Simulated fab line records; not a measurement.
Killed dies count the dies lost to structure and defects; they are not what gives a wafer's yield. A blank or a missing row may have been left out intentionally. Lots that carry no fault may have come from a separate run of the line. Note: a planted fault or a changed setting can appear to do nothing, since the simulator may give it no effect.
Which tool was responsible? | flow gf180mcu | 6 lots (18 wafers sampled), 1 step of a 602-step route

WHAT THE GAUGES SHOWED, per wafer
GF_MIM_THK_MEAS_11: measures by xrf.
lot  | measured     | on            | MIM_ALCU_THK (nm)
L218 | day 24 22:23 | film metro-01 | 200.0 200.5 198.9
L223 | day 26 15:22 | film metro-03 | 203.8 204.6 203.2
L227 | day 27 21:08 | film metro-04 | 205.0 203.0 204.5
L229 | day 28 13:44 | film metro-03 | 200.6 200.3 200.8
L232 | day 29 12:25 | film metro-01 | 202.7 206.0 203.0
L240 | day 31 07:01 | film metro-04 | 201.9 201.8 199.4

EACH LOT AND THE TOOL THAT RAN IT (in order: tool; ch and the chambers of the sampled wafers; start)
There is no process step in the record ahead of these readings.

THE ANSWER, worked out from the rows above alone
Rule: the usual values come from the lots themselves. Put in order of their means at a reading, lots are off if they are a third of the lots or fewer, leave a main group of 4 or more, and stand apart from it by a gap of 3 or more times the standard deviation of the main group's means; of several such gaps the widest counts. The tables above print the reading to a certain number of digits; a main group whose means all agree to those digits is not used. A lot without any number at a reading at which 4 lots or more have one is off too. The other lots that the step has rows for count as sound.
Nothing can be told from this: no lot is off at any reading shown.

WHAT THE SIMULATOR PUT IN
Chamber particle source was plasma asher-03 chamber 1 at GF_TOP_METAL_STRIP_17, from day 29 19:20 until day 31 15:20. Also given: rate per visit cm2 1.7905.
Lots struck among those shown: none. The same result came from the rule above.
